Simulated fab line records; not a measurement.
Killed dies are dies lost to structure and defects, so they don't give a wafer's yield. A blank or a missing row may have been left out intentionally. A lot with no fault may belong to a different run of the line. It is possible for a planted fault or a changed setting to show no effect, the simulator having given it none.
fab line records	flow sky130
record lots=11	wafers=33	last-day=50
route steps=708 shown POLY_GATE@231 LDD_N@254 METAL1@452 METAL2@503 PAD_OPEN@708
lots untouched by any fault: they come from a run of this same line in which no faults occurred
start-h: the number of hours between the record's first day and the start of the first shown wafer of the lot	wait-h: how many hours have passed since the lot's step before this one	" the same as in the row above	L1.1+2: a row that stands for several wafers	- either no value or no given start	* or withheld: withheld	< > ~ a bound
route shown NAME@n: names a module that has steps shown in the file, with the first one's number in the route	usual: mean and standard deviation over wafers with no fault	same: alike in all rows	chamber/n: place in a boat	sites: each site's reading	_std_site: their standard deviation	_edge_site: outer sites' mean less inner sites'	radius-mm: for every site, how far away it sits from the centre of the wafer	mask NAME#n: copy n	behind: the last tool/chamber to shape the wafer	hold: reason for holding the lot/hours on hold/outcome of the hold	device: names the non-switching transistor (n, p or np)	end of line: at the end of the route, the tests of the same wafers	for a step that has no rows: nothing shown but its recipe	killed: at the first sort, the dies lost to defects and structure; wafer yield is something else	map: a wafer's dies, x killed, . not, _ none there
set.NAME: the setting that was run; set.NAME@STEP: the one run at that earlier step	model.NAME: the simulator's own value behind a step, which no gauge read
one table for each step of the route and one row for each wafer, over a sample of lots
services: when a tool's chamber went out of use (start-h, in hours from the record's first day, below 0 if earlier), for how many hours, and the reason
## steps
# step SKY_POLY_GATE_ETCH_17
# recipe target-depth-nm=180	stop-on=SiO2	over-etch-frac=0.56667	chemistry=HBr/Cl2	target=poly-Si	icp-w=400	bias-w=100	pressure-mtorr=10	HBr_flow_sccm=150	Cl2_flow_sccm=50	time-s=70.5
# usual HBr_flow_sccm=150.0/0.45	bias-w=100.0/0.33	drypump-motor-current-A=5.4/0.54	oes-product-au=0.986/0.0075	throttle-valve-pct=33.685/0.0093
lot.wafer	tool	chamber	start-h	wait-h	HBr_flow_sccm	bias-w	drypump-motor-current-A	oes-product-au	rf-hours-counter-h	throttle-valve-pct
L742.3	rie-si-02	3	391.76	0.0	149.6	100.2	5.3	0.983	1	33.685
L742.4	"	0	"	"	150.3	99.6	5.8	0.981	1	33.696
L742.6	"	1	"	"	149.6	100.3	6.0	0.974	-	33.687
L745.1	rie-si-01	1	412.40	0.0	150.1	100.0	4.8	0.978	11	33.671
L745.2	"	2	"	"	150.3	99.9	5.7	0.980	0	33.676
L745.3	"	3	"	"	149.7	100.3	6.2	0.976	5	33.680
L747.3	rie-si-02	0	438.11	0.0	149.9	100.3	5.8	0.982	1	33.700
L747.5	"	2	"	"	150.1	100.5	4.9	0.979	-	33.688
L747.6	"	3	"	"	149.5	100.3	5.4	0.988	-	33.676
L751.1	rie-si-01	0	488.55	0.0	-	-	-	-	-	-
L751.4	"	2	"	"	-	-	-	-	-	-
L751.5	"	3	"	"	-	-	-	-	-	-
L749.1	rie-si-02	1	488.69	0.0	-	-	-	-	-	-
L749.4	"	3	"	"	-	-	-	-	-	-
L749.5	"	3	"	"	-	-	-	-	-	-
L753.1	rie-si-01	2	491.53	0.0	-	-	-	-	-	-
L753.3	"	3	"	"	-	-	-	-	-	-
L753.4	"	0	"	"	-	-	-	-	-	-
L758.2	rie-si-02	2	523.55	0.0	148.9	99.7	4.8	0.977	6	33.686
L758.3	"	3	"	"	149.4	99.9	5.3	0.983	2	33.702
L758.5	"	1	"	"	149.7	99.6	6.0	0.985	-	33.680
L757.1	rie-si-01	1	524.50	0.0	149.9	100.3	4.8	0.987	12	33.674
L757.5	"	1	"	"	149.6	100.0	4.8	0.986	-	33.686
L757.6	"	0	"	"	149.7	100.2	4.9	0.987	-	33.691
L760.2	rie-si-01	0	542.65	0.0	150.3	100.2	5.0	0.980	4	33.684
L760.4	"	1	"	"	149.9	99.6	4.8	0.986	12	33.676
L760.6	"	3	"	"	150.4	99.6	6.2	0.985	-	33.687
L761.3	rie-si-02	0	554.16	0.0	150.5	100.1	5.8	0.976	2	33.686
L761.4	"	2	"	"	150.4	99.7	4.8	0.975	6	33.687
L761.5	"	2	"	"	150.4	100.2	4.9	0.978	-	33.685
L762.2	rie-si-01	3	562.39	0.0	150.1	100.0	6.2	0.964	6	33.684
L762.4	"	3	"	"	150.3	100.1	6.2	0.977	-	33.692
L762.5	"	0	"	"	150.6	100.4	4.9	0.985	-	33.679
# step SKY_POLY_GATE_STRIP_18
# recipe chemistry=O2/N2	power-w=1400	pressure-mtorr=1500	platen-temp-c=withheld	o2-flow-sccm=3000	n2-flow-sccm=300	overash-fraction=0.5
# usual drypump-motor-current-A=5.9/0.34	oes-product-au=0.360/0.004	strip-time-to-endpoint-s=3.16/0.039
lot.wafer	tool	chamber	start-h	wait-h	drypump-motor-current-A	oes-product-au	rf-hours-counter-h	strip-time-to-endpoint-s
L742.3	plasma-asher-04	1	391.85	0.1	6.2	0.360	-	3.20
L742.4	"	0	"	"	6.1	0.360	-	3.17
L742.6	"	0	"	"	6.0	0.354	-	3.20
L745.1	plasma-asher-04	0	412.45	0.0	6.1	0.366	72	3.22
L745.2	"	1	"	"	6.2	0.364	72	3.16
L745.3	"	0	"	"	6.0	0.361	-	3.22
L747.3	plasma-asher-02	1	438.19	0.1	6.2	0.359	-	3.13
L747.5	"	1	"	"	6.2	0.362	-	3.15
L747.6	"	0	"	"	5.6	0.357	-	3.11
L751.1	plasma-asher-03	1	488.60	0.0	6.2	0.405	81	4.17
L751.4	"	0	"	"	5.4	0.397	-	4.22
L751.5	"	1	"	"	6.1	0.405	-	4.21
L749.1	plasma-asher-03	1	488.75	0.0	6.1	0.400	81	4.19
L749.4	"	1	"	"	6.1	0.402	-	4.15
L749.5	"	0	"	"	5.4	0.407	-	4.19
L753.1	plasma-asher-03	0	491.58	0.0	5.4	0.402	82	4.21
L753.3	"	1	"	"	6.2	0.401	-	4.14
L753.4	"	0	"	"	5.4	0.402	-	4.22
L758.2	plasma-asher-03	1	523.60	0.0	6.2	0.359	86	3.15
L758.3	"	1	"	"	6.2	0.360	-	3.19
L758.5	"	0	"	"	5.4	0.359	-	3.19
L757.1	plasma-asher-02	1	524.55	0.0	6.2	0.364	68	3.20
L757.5	"	0	"	"	5.5	0.361	-	3.23
L757.6	"	1	"	"	6.2	0.358	-	3.15
L760.2	plasma-asher-04	0	542.70	0.0	6.0	0.363	6	3.23
L760.4	"	1	"	"	6.2	0.363	-	3.17
L760.6	"	0	"	"	6.0	0.359	-	3.20
L761.3	plasma-asher-03	1	554.24	0.1	6.2	0.363	-	3.14
L761.4	"	0	"	"	5.4	0.357	-	3.09
L761.5	"	1	"	"	6.1	0.362	-	3.19
L762.2	plasma-asher-04	1	562.48	0.1	6.2	0.365	8	3.14
L762.4	"	1	"	"	6.2	0.355	-	3.12
L762.5	"	0	"	"	6.0	0.358	-	3.10
# step SKY_LDD_N_TW_MEAS_17
# usual LDD_N_TW=2603/18
lot.wafer	tool	chamber	start-h	wait-h	LDD_N_TW
L742.3	film-metro-04	-	425.34	0.1	2602
L742.4	"	-	"	"	2595
L742.6	"	-	"	"	2589
L745.1	film-metro-03	-	450.52	0.1	2625
L745.2	"	-	"	"	2636
L745.3	"	-	"	"	2630
L747.3	film-metro-03	-	469.96	0.1	2627
L747.5	"	-	"	"	2623
L747.6	"	-	"	"	2623
L749.1	film-metro-03	-	523.04	0.1	2619
L749.4	"	-	"	"	2611
L749.5	"	-	"	"	2622
L751.1	film-metro-04	-	523.12	0.1	2602
L751.4	"	-	"	"	2608
L751.5	"	-	"	"	2603
L753.1	film-metro-02	-	528.44	0.1	2580
L753.3	"	-	"	"	2590
L753.4	"	-	"	"	2588
L758.2	film-metro-02	-	556.80	0.1	2602
L758.3	"	-	"	"	2594
L758.5	"	-	"	"	2608
L757.1	film-metro-03	-	557.34	0.1	2635
L757.5	"	-	"	"	2635
L757.6	"	-	"	"	2637
L760.2	film-metro-02	-	575.95	0.1	2603
L760.4	"	-	"	"	2595
L760.6	"	-	"	"	2599
L761.3	film-metro-02	-	586.06	0.1	2605
L761.4	"	-	"	"	2599
L761.5	"	-	"	"	2588
L762.2	film-metro-02	-	594.40	0.1	2602
L762.4	"	-	"	"	2598
L762.5	"	-	"	"	2593
# step SKY_METAL1_ETCH_18
# recipe chemistry=N2/H2	target=BARC	ion-energy-ev=200	bias-w=100	pressure-mtorr=30	n2-flow-sccm=100	h2-flow-sccm=200	icp-w=500	stop-on=SiO2	time-s=45.9	target-depth-a=600
# usual bias-w=100.0/0.32	chamber-pressure-mTorr=30.003/0.026	drypump-motor-current-A=5.9/0.43	oes-product-au=0.854/0.0046	throttle-valve-pct=13.224/0.0085
lot.wafer	tool	chamber	start-h	wait-h	bias-w	chamber-pressure-mTorr	drypump-motor-current-A	oes-product-au	rf-hours-counter-h	throttle-valve-pct
L742.3	rie-metal-04	0	780.41	0.0	100.2	29.991	5.8	0.850	-	13.202
L742.4	"	1	"	"	100.0	30.024	5.1	0.851	-	13.228
L742.6	"	0	"	"	99.9	29.984	5.7	0.856	-	13.214
L745.1	rie-metal-01	0	805.82	0.0	100.3	29.987	6.2	0.851	11	13.230
L745.2	"	1	"	"	100.0	29.981	6.4	0.851	8	13.217
L745.3	"	0	"	"	100.0	30.024	6.2	0.852	-	13.221
L747.3	rie-metal-04	0	824.01	0.0	100.1	30.008	5.7	0.849	-	13.211
L747.5	"	1	"	"	99.8	29.991	5.1	0.850	-	13.226
L747.6	"	0	"	"	100.4	30.001	5.7	0.851	-	13.222
L758.2	rie-metal-01	1	899.42	0.0	99.7	30.036	6.4	0.849	12	13.243
L758.3	"	1	"	"	100.1	30.027	6.4	0.856	-	13.224
L758.5	"	1	"	"	100.1	29.984	6.4	0.862	-	13.222
L757.1	rie-metal-02	1	901.25	0.0	99.5	30.009	5.7	0.856	2	13.232
L757.5	"	1	"	"	99.6	30.052	5.7	0.851	-	13.229
L757.6	"	0	"	"	100.8	29.972	6.1	0.862	-	13.228
L760.2	rie-metal-01	0	912.70	0.0	100.4	30.003	6.2	0.856	16	13.232
L760.4	"	1	"	"	99.8	30.025	6.4	0.857	-	13.219
L760.6	"	1	"	"	100.4	30.011	6.4	0.856	-	13.229
L761.3	rie-metal-01	1	923.92	0.0	100.0	29.996	6.4	0.853	-	13.223
L761.4	"	0	"	"	100.2	30.044	6.2	0.864	-	13.239
L761.5	"	1	"	"	100.6	29.985	6.4	0.854	-	13.212
L762.2	rie-metal-04	0	930.44	0.0	100.1	30.014	5.7	0.850	14	13.230
L762.4	"	0	"	"	100.1	29.973	5.8	0.848	-	13.224
L762.5	"	1	"	"	99.8	30.016	5.1	0.857	-	13.226
# step SKY_METAL2_STRIP_20
# recipe chemistry=O2/N2	power-w=1400	pressure-mtorr=1500	platen-temp-c=withheld	o2-flow-sccm=3000	n2-flow-sccm=300	overash-fraction=0.5
# usual drypump-motor-current-A=5.9/0.42	oes-product-au=0.342/0.005	strip-time-to-endpoint-s=2.67/0.046
lot.wafer	tool	chamber	start-h	wait-h	drypump-motor-current-A	oes-product-au	rf-hours-counter-h	strip-time-to-endpoint-s
L742.3	plasma-asher-04	1	836.86	0.1	6.1	0.337	-	2.60
L742.4	"	0	"	"	6.0	0.346	-	2.71
L742.6	"	0	"	"	6.0	0.338	-	2.73
L745.1	plasma-asher-01	1	860.66	0.1	5.1	0.343	77	2.63
L745.2	"	0	"	"	6.2	0.341	77	2.62
L745.3	"	1	"	"	5.1	0.341	-	2.63
L747.3	plasma-asher-01	1	879.59	0.1	5.1	0.341	-	2.64
L747.5	"	1	"	"	5.1	0.337	-	2.65
L747.6	"	0	"	"	6.2	0.334	-	2.59
L758.2	plasma-asher-01	0	952.91	0.1	6.2	0.335	87	2.63
L758.3	"	0	"	"	6.2	0.340	-	2.63
L758.5	"	0	"	"	6.2	0.339	-	2.65
L757.1	plasma-asher-02	1	954.90	0.1	6.2	0.350	110	2.70
L757.5	"	0	"	"	5.5	0.340	-	2.60
L757.6	"	1	"	"	6.2	0.341	-	2.68
L760.2	plasma-asher-02	1	964.71	0.1	6.2	0.335	112	2.75
L760.4	"	1	"	"	6.2	0.349	-	2.70
L760.6	"	0	"	"	5.6	0.344	-	2.66
L761.3	plasma-asher-01	0	975.56	0.1	6.1	0.346	-	2.64
L761.4	"	1	"	"	5.1	0.351	-	2.72
L761.5	"	0	"	"	6.1	0.341	-	2.69
L762.2	plasma-asher-04	1	981.88	0.1	6.1	0.340	47	2.58
L762.4	"	1	"	"	6.1	0.344	-	2.67
L762.5	"	0	"	"	6.1	0.346	-	2.62
# step SKY_PAD_OPEN_PROBE_99
# usual killed_at_M0_to_M3=43/6.5	killed_at_M4_up=3/1.7	killed-at-contacts=25/5.1	killed-at-front-end=15/3.8	killed-at-other=0.2/0.45	killed-dies=86/8.8	killed-on-rim=17/4	killed-open=47/6.7	killed-short=39/6
# same gross-dies=492	killed-at-back-side=0
lot.wafer	tool	chamber	start-h	wait-h	killed_at_M0_to_M3	killed_at_M4_up	killed-at-contacts	killed-at-front-end	killed-at-other	killed-dies	killed-on-rim	killed-open	killed-short
L747.3	prober-01	-	1124.35	0.2	50	1	28	10	0	89	21	47	42
L747.5	prober-01	-	1124.45	0.2	44	0	25	16	0	85	16	42	43
L747.6	prober-01	-	1124.50	0.2	48	1	22	10	0	81	16	49	32
L749.1	prober-02	-	1155.16	0.1	40	3	37	412	0	492	96	53	40
L749.4	prober-02	-	1155.31	0.2	42	1	25	424	0	492	96	53	30
L749.5	prober-02	-	1155.36	0.2	45	5	23	418	1	492	96	48	44
L751.1	prober-01	-	1159.34	0.1	39	3	17	433	0	492	96	40	37
L751.4	prober-01	-	1159.49	0.2	33	2	26	431	0	492	96	43	29
L751.5	prober-01	-	1159.54	0.2	33	2	21	436	0	492	96	36	31
L753.1	prober-02	-	1159.67	0.1	37	4	24	427	0	492	96	50	37
L753.3	prober-02	-	1159.77	0.2	40	5	23	423	1	492	96	43	42
L753.4	prober-02	-	1159.82	0.2	32	2	19	438	1	492	96	34	32
# killed by level:class
L747.3 CONTACT:geometric-particle:open=16 VIA1:geometric-particle:open=7 VIA1:geometric-particle:short=6 METAL2:geometric-particle:short=5 METAL1:geometric-particle:short=5 VIA2:geometric-particle:open=5 VIA3:geometric-particle:open=5 POLY_GATE:geometric-particle:short=4
L747.5 CONTACT:geometric-particle:open=12 VIA1:geometric-particle:short=7 VIA2:geometric-particle:open=6 METAL2:geometric-particle:short=6 LI_CONTACT:geometric-particle:open=5 METAL1:geometric-particle:short=5 VIA3:geometric-particle:open=5 VIA3:geometric-particle:short=5
L747.6 CONTACT:geometric-particle:open=13 VIA1:geometric-particle:open=12 VIA3:geometric-particle:open=8 VIA1:geometric-particle:short=6 METAL2:geometric-particle:short=6 FIELD_ISO:geometric-particle:open=5 VIA2:geometric-particle:open=5 METAL1:geometric-particle:short=4
L749.1 POLY_GATE:area-etch=399 LI_CONTACT:geometric-particle:open=11 CONTACT:geometric-particle:open=10 VIA1:geometric-particle:open=10 VIA3:geometric-particle:open=8 LI_CONTACT:geometric-particle:short=6 VIA2:geometric-particle:open=6 METAL1:geometric-particle:short=6
L749.4 POLY_GATE:area-etch=409 VIA1:geometric-particle:open=14 VIA2:geometric-particle:open=8 CONTACT:geometric-particle:open=7 VIA3:geometric-particle:open=6 FIELD_ISO:geometric-particle:open=5 LI_CONTACT:geometric-particle:open=5 POLY_GATE:geometric-particle:short=4
L749.5 POLY_GATE:area-etch=400 CONTACT:geometric-particle:open=10 METAL1:geometric-particle:short=8 METAL2:geometric-particle:short=8 VIA3:geometric-particle:open=7 LI_CONTACT:geometric-particle:open=6 VIA1:geometric-particle:open=6 VIA2:geometric-particle:open=5
L751.1 POLY_GATE:area-etch=415 CONTACT:geometric-particle:open=7 VIA1:geometric-particle:short=6 VIA1:geometric-particle:open=6 METAL2:geometric-particle:short=6 VIA3:geometric-particle:open=6 FIELD_ISO:geometric-particle:open=5 POLY_GATE:geometric-particle:short=5
L751.4 POLY_GATE:area-etch=420 VIA1:geometric-particle:open=10 LI_CONTACT:geometric-particle:open=8 CONTACT:geometric-particle:open=8 LOCAL_INTERCONNECT:geometric-particle:short=5 VIA3:geometric-particle:open=5 FIELD_ISO:geometric-particle:open=4 LI_CONTACT:geometric-particle:short=4
L751.5 POLY_GATE:area-etch=425 CONTACT:geometric-particle:open=9 VIA1:geometric-particle:open=8 METAL1:geometric-particle:short=6 POLY_GATE:geometric-particle:open=4 LOCAL_INTERCONNECT:geometric-particle:short=4 CONTACT:geometric-particle:short=4 METAL1:geometric-particle:open=4
L753.1 POLY_GATE:area-etch=405 CONTACT:geometric-particle:open=12 VIA1:geometric-particle:open=9 FIELD_ISO:geometric-particle:short=7 VIA2:geometric-particle:open=6 FIELD_ISO:geometric-particle:open=5 METAL1:geometric-particle:short=5 LI_CONTACT:geometric-particle:open=4
L753.3 POLY_GATE:area-etch=407 CONTACT:geometric-particle:open=10 LI_CONTACT:geometric-particle:open=9 VIA1:geometric-particle:short=8 METAL2:geometric-particle:short=6 VIA2:geometric-particle:short=6 VIA1:geometric-particle:open=5 METAL1:geometric-particle:short=5
L753.4 POLY_GATE:area-etch=426 VIA1:geometric-particle:open=8 VIA1:geometric-particle:short=6 FIELD_ISO:geometric-particle:open=5 LI_CONTACT:geometric-particle:short=5 LI_CONTACT:geometric-particle:open=4 VIA2:geometric-particle:open=4 LOCAL_INTERCONNECT:geometric-particle:short=4
## services
tool	chamber	start-h	hours	kind
plasma-asher-03	-	381.68	2.9	repair
rie-si-01	-	390.71	2.8	pm
rie-si-01	3	417.65	1.5	repair
plasma-asher-04	-	421.25	9.0	pm
plasma-asher-04	-	433.29	64.4	repair
rie-si-02	-	434.63	2.8	pm
rie-si-02	2	451.72	1.8	repair
plasma-asher-03	-	474.02	2.8	pm
rie-si-01	0	528.71	3.8	repair
rie-si-01	1	560.10	11.2	repair
rie-si-01	2	560.49	15.3	repair
plasma-asher-04	-	582.50	28.1	pm
rie-si-02	0	588.88	15.2	repair
rie-si-01	0	609.47	9.8	repair
rie-si-01	-	661.27	0.4	repair
rie-si-01	1	664.27	3.1	repair
rie-si-01	-	667.56	2.6	repair
rie-si-01	0	754.51	6.0	repair
plasma-asher-04	-	772.60	4.2	repair
rie-si-01	-	772.97	47.3	repair
rie-si-01	0	782.20	22.9	repair
plasma-asher-04	-	792.19	1.6	repair
plasma-asher-04	-	900.55	1.9	repair
rie-si-01	1	955.18	1.7	repair
## key
first-sign step=SKY_POLY_GATE_ETCH_17	reading=tool-record	direction=missing
effect step=SKY_POLY_GATE_STRIP_18	reading=strip-time-to-endpoint-s	direction=up	sigmas=26	usual=*	struck=*
effect step=SKY_PAD_OPEN_PROBE_99	reading=killed-at-front-end	direction=up	sigmas=99+	usual=15	struck=427
more-kills-born-at SKY_POLY_GATE_ETCH_17@rie-si-01=2498	SKY_POLY_GATE_ETCH_17@rie-si-02=1208
met-at SKY_POLY_GATE_ETCH_17
struck-lots L749,L751,L753
later-rows-left-out L749.1,L749.4,L749.5,L751.1,L751.4,L751.5,L753.1,L753.3,L753.4
tester-left-out L749,L751,L753
not-acting-at SKY_LDD_N_TW_MEAS_17,SKY_METAL1_ETCH_18,SKY_METAL2_STRIP_20
onset-between 438.11 488.55
fault kind=skipped-step-whole	tool=rie-si-01,rie-si-02	chamber=-	onset-h=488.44	steps=SKY_POLY_GATE_ETCH_17	scope=struck-lots-only
# tester-left-out: of these lots the tester's yield and bins aren't shown, on N5 and GAA mostly nor the transistor test; their killed dies are dies lost to structure and defects alone, not to doping, threshold or leakage, so they don't give the yield
# later-rows-left-out: the simulator's readings of these wafers behind a module that went badly wrong aren't trusted and aren't shown, but for the sort
